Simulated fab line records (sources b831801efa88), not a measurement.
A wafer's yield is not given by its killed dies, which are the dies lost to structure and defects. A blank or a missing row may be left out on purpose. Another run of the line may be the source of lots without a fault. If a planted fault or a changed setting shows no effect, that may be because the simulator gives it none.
Struck lot and sound lot, side by side + flow sky130 + 15 out of 708 route steps
Sound: these wafers, L937.3, L937.5, L937.6. Wafers struck: L938.1, L938.5, L938.6. The cause is named last.
Order at every step that has rows: each side's tool, ch and its chambers, its first start. Under that, the readings that differ: sound wafers + struck wafers + difference of the means + sigmas: that difference in standard deviations of wafers without a fault.
alike: same words and numbers on both sides, and readings whose means sit less than 2 such deviations apart. not compared: any withheld reading, any reading some wafer has no value for, any bound like >300 that may hide the same value, and any number with overlapping values for which the record gives no deviation.
Wherever a step has rows on one side only, a row that says differs or no value, or a row with sigmas, the two part there. Numbers that don't overlap but have no deviation are shown without sigmas and don't part them. Lack of a reading on every wafer of one side parts them only where that side has two or more wafers.

SKY_CAPM_THK_MEAS_01:
  sound: filmMetro-02 at day 37 16:19; struck: filmMetro-02 at day 37 19:26
| reading              | sound             | struck            | difference | sigmas |
|----------------------|-------------------|-------------------|------------|--------|
| CAPM_CVD_00_THK (nm) | 15.19 15.40 15.54 | 15.52 15.96 16.19 | +0.51      | +2     |
SKY_CAPM_SPUTTER_02: material TiN, target thk 200 nm, time 166.7 s.
  sound: pvdSputter-04 at day 37 16:22; struck: pvdSputter-01 at day 37 19:29
  alike: susceptorTempC, throttleValvePct
SKY_CAPM_RS_MEAS_03: a four-point-probe measurement.
  sound: filmMetro-04 at day 37 16:31; struck: filmMetro-03 at day 37 19:36
  alike: CAPM_TIN_RS
SKY_CAPM_THK_MEAS_04: measures by xrf.
  sound: filmMetro-04 at day 37 16:37; struck: filmMetro-03 at day 37 19:43
  alike: CAPM_TIN_THK
then, 7 steps without rows for these wafers: SKY_CAPM_DEHYDRATE_05 (time 60 s); SKY_CAPM_HMDS_06 (prime time 60 s); SKY_CAPM_COAT_07 (resist thk 1140 nm); SKY_CAPM_SOFTBAKE_08 (time 60 s); SKY_CAPM_EXPOSE_09 (exposes mask CAPM, target cd 1000 nm); SKY_CAPM_PEB_10; SKY_CAPM_DEVELOP_11 (develop time 60 s).
SKY_CAPM_OVL_MEAS_12:
  sound: overlay-02 at day 38 17:35; struck: overlay-02 at day 38 21:02
  alike: CAPM_OVL
SKY_CAPM_METAL_ETCH_13: etches TiN in Cl2/BCl3, stops on SiO2, target depth 220 nm, time 62.9 s.
  sound on rieMetal-03 ch 0,1, day 38 17:38; struck on rieMetal-02 ch 0,1, day 38 21:04
  no value came back on the struck wafers for any of 5 readings (bcl3FlowSccm (sccm), biasW (W) and others); on the sound wafers bcl3FlowSccm (sccm) reads 29.98 29.94 29.96
| reading                                  | sound             | struck         | difference | sigmas |
|------------------------------------------|-------------------|----------------|------------|--------|
| model.NOVOLAK_of_CAPM_COAT_07.thkNm (nm) | 988.2 990.9 988.2 | 1139 1140 1142 | +151       |        |
  not compared: rfHoursCounterH
SKY_CAPM_STRIP_14: strips in O2/N2.
  sound on plasmaAsher-02 ch 0,1, day 38 17:44; struck on plasmaAsher-04 ch 0,1, day 38 21:08
| reading                  | sound             | struck            | difference | sigmas |
|--------------------------|-------------------|-------------------|------------|--------|
| stripTimeToEndpointS (s) | 12.60 12.62 12.58 | 14.16 14.18 14.21 | +1.58      | +32    |
  alike: drypumpMotorCurrentA, oesProductAu
  not compared: rfHoursCounterH
then, 1 step without rows for these wafers: SKY_CAPM_STRIP_15 (strips in post etch residue remover, time 1200 s).

WHERE THEY PART
At SKY_CAPM_THK_MEAS_01 first; at SKY_CAPM_STRIP_14 last (within this record only).

WHY: what had been put in by the simulator
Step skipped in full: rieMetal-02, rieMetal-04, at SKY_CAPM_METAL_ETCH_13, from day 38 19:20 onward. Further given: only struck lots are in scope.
